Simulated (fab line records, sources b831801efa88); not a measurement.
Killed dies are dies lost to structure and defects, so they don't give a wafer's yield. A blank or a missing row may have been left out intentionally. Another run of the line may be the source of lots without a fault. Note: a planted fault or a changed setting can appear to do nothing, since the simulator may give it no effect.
Struck lot and sound lot, side by side	flow sky130	43 out of 708 route steps
Sound: the wafers L831.1, L831.2, L831.3. Struck: wafer L835.5 (L835.4, L835.6, from the same lot, were not struck and are left out); the cause is given at the end.
Per side, at each step with rows, come the tool, then ch with its chambers, and then its first start. Under that, the readings that differ: sound wafers	struck wafers	difference of the means	sigmas: that difference in standard deviations of wafers without a fault.
alike: a reading whose means differ by less than 2 such deviations, as well as words and numbers matching on both sides. not compared: withheld readings; readings where some wafer has no value; bounds like >300 that might hide an equal value; numbers whose values overlap and for which the record gives no deviation.
The two part at a step that has a row with sigmas, a row that says differs or no value, or rows on one side only. When numbers do not overlap yet have no deviation, they are printed without sigmas and do not part them. A reading that every wafer of one side lacks parts them only if that side has two wafers or more.

first, 2 steps without rows for these wafers: SKY_CONTACT_ETCH_16 (etches BARC in N2/H2, stops on SiO2, time 45.9 s, target depth 60 nm); SKY_CONTACT_ETCH_17 (etches SiO2 in C4F8/O2/Ar, stops on Si3N4, target depth 340 nm).
SKY_CONTACT_ETCH_18: etches Si3N4 in CHF3/O2, stops on TiN, time 39 s, target depth 75 nm.
  sound on rie_diel-02 ch 0,1,3; struck on rie_diel-04 ch 2
reading	sound	struck	difference	sigmas
throttle_valve_pct (%)	8.789 8.778 8.789	8.805	+0.020	+2
  alike: bias_w, drypump_motor_current_A, oes_product_au
  not compared: rf_hours_counter_h
then, 6 steps without rows for these wafers: SKY_CONTACT_STRIP_19 (strips in O2/N2); SKY_CONTACT_STRIP_20 (strips in post etch residue remover, time 1200 s); SKY_CONTACT_CLEAN_21 (cleans in IPA, time 180 s); SKY_CONTACT_CLEAN_22 (cleans in O3/DIW); SKY_CONTACT_SPUTTER_23 (material TiN, target thk 20 nm, time 80 s); SKY_CONTACT_CVD_24 (deposits W, target thk 340 nm, time 102.12 s).
SKY_CONTACT_RS_MEAS_25: measurement is done with a four-point probe.
  sound on film_metro-04 at day 32 01:25; struck on film_metro-01 at day 33 14:41
  alike: CONTACT_W_RS
SKY_CONTACT_THK_MEAS_26: measures by xrf.
  sound on film_metro-04 at day 32 01:32; struck on film_metro-01 at day 33 14:47
  alike: CONTACT_W_THK
then, 1 step without rows for these wafers: SKY_CONTACT_CMP_27 (polishes, stops on SiO2, t overpolish 15 s, target thk 0 nm).
SKY_METAL1_SPUTTER_00: material Ti, target thk 15 nm, time 10 s.
  sound on pvd_sputter-04 at day 32 01:53; struck on pvd_sputter-01 at day 33 15:07
  alike: throttle_valve_pct
then, 3 steps without rows for these wafers: SKY_METAL1_SPUTTER_01 (material TiN, target thk 20 nm, time 16.7 s); SKY_METAL1_SPUTTER_02 (material AlCu, target thk 250 nm, time 13.3 s); SKY_METAL1_SPUTTER_03 (material Ti, target thk 5 nm, time 3.3 s).
SKY_METAL1_SPUTTER_04: material TiN, target thk 70 nm, time 58.3 s.
  sound on pvd_sputter-04 at day 32 01:59; struck on pvd_sputter-01 at day 33 15:12
  alike: throttle_valve_pct
SKY_METAL1_RS_MEAS_05: measurement is done with a four-point probe.
  sound on film_metro-01 at day 32 02:02; struck on film_metro-04 at day 33 15:19
reading	sound	struck	difference	sigmas
METAL1_ALCU_RS (ohm/sq)	0.1249 0.1255 0.1235	0.1281	+0.0035	+2
SKY_METAL1_THK_MEAS_06: measures by xrf.
  sound on film_metro-01 at day 32 02:09; struck on film_metro-04 at day 33 15:24
  alike: METAL1_ALCU_THK
then, 8 steps without rows for these wafers: SKY_METAL1_DEHYDRATE_07 (time 60 s); SKY_METAL1_HMDS_08 (prime time 60 s); SKY_METAL1_COAT_09 (resist thk 60 nm); SKY_METAL1_COAT_10 (resist thk 450 nm); SKY_METAL1_SOFTBAKE_11 (time 90 s); SKY_METAL1_EXPOSE_12 (exposes mask MM1, target cd 140 nm); SKY_METAL1_PEB_13; SKY_METAL1_DEVELOP_14 (develop time 60 s).
SKY_METAL1_CD_MEAS_15 targets a cd of 140 nm.
  sound on cd_sem-01 at day 33 05:11; struck on cd_sem-02 at day 34 18:14
reading	sound	struck	difference	sigmas
cd_nm (nm)	140.4 140.6 143.3	137.0	-4.4	-2
SKY_METAL1_OVL_MEAS_16:
  sound on overlay-02 at day 33 05:19; struck on overlay-02 at day 34 18:19
  alike: METAL1_OVL
SKY_METAL1_DESCUM_17: chemistry O2, time 8 s.
  sound on rie_metal-01 ch 0,1, day 33 05:21; struck on rie_metal-04 ch 1, day 34 18:21
reading	sound	struck	difference	sigmas
oes_product_au (a.u.)	1.000 1.015 1.013	0.989	-0.020	-2
  alike: drypump_motor_current_A, temp_c
  not compared: rf_hours_counter_h
then, 1 step without rows for these wafers: SKY_METAL1_ETCH_18 (etches BARC in N2/H2, stops on SiO2, time 45.9 s, target depth 60 nm).
SKY_METAL1_METAL_ETCH_19: etches the open film in Cl2/BCl3, stops on SiO2, target depth 360 nm, time 78 s.
  sound on rie_metal-01 ch 0,1, day 33 05:26; struck on rie_metal-04 ch 1, day 34 18:28
reading	sound	struck	difference	sigmas
oes_product_au (a.u.)	0.866 0.862 0.844	0.845	-0.012	-2
  alike: bias_w, drypump_motor_current_A, throttle_valve_pct
  not compared: rf_hours_counter_h
SKY_METAL1_STRIP_20: strips in O2/N2.
  sound on plasma_asher-03 ch 0,1, day 33 05:32; struck on plasma_asher-03 ch 0, day 34 18:34
reading	sound	struck	difference	sigmas
oes_product_au (a.u.)	0.338 0.334 0.340	0.347	+0.010	+2
  alike: drypump_motor_current_A, o2_flow_sccm, strip_time_to_endpoint_s
  not compared: rf_hours_counter_h
then, 4 steps without rows for these wafers: SKY_METAL1_STRIP_21 (strips in post etch residue remover, time 1200 s); SKY_METAL1_CLEAN_22 (cleans in IPA, time 180 s); SKY_METAL1_CLEAN_23 (cleans in O3/DIW); SKY_VIA1_HDPCVD_00 (deposits SiO2, target thk 1030 nm, time 171.7 s).
SKY_VIA1_THK_MEAS_01:
  sound on film_metro-04 at day 33 06:14; struck on film_metro-03 at day 34 19:19
  alike: VIA1_HDPCVD_THK
then, 1 step without rows for these wafers: SKY_VIA1_CMP_02 (polishes SiO2).
SKY_VIA1_BOW_MEAS_03:
  sound on film_metro-04 at day 33 06:36; struck on film_metro-03 at day 34 19:43
  alike: VIA1_BOW
then, 2 steps without rows for these wafers: SKY_VIA1_DEHYDRATE_04 (time 60 s); SKY_VIA1_HMDS_05 (prime time 60 s).
-- the record jumps here: 13 days lie between the struck wafers' starts before and after (it left off in module VIA1 and takes up again in module PAD_OPEN, whose first step shown is number 708 of the route) --
SKY_PAD_OPEN_PROBE_99:
  sound on prober-01 at day 46 08:25; struck on prober-01 at day 47 09:41
reading	sound	struck	difference	sigmas
sort_bin_5_function (%)	10.8 8.9 12.0	14.2	+3.6	+2
model.etest.tester.sort_n_pass	405 404 389	382	-17	
model.etest.tester.sort_yield_pct (%)	82.32 82.11 79.06	77.64	-3.52	
model.etest.tester.sort_bin_5_pct (%)	10.77 8.943 11.99	14.23	+3.66	
  alike: defect_limited_yield, killed_at_M0_to_M3, killed_at_M4_up, killed_at_contacts, killed_at_front_end, killed_at_other, killed_dies, killed_open, killed_short, sort_bin_3_pad_short, sort_bin_6_memory, sort_n_pass, sort_yield_pct

WHERE THEY PART
Last at SKY_PAD_OPEN_PROBE_99 as far as this record goes, first at SKY_CONTACT_ETCH_18.

WHY: what the simulator had put in
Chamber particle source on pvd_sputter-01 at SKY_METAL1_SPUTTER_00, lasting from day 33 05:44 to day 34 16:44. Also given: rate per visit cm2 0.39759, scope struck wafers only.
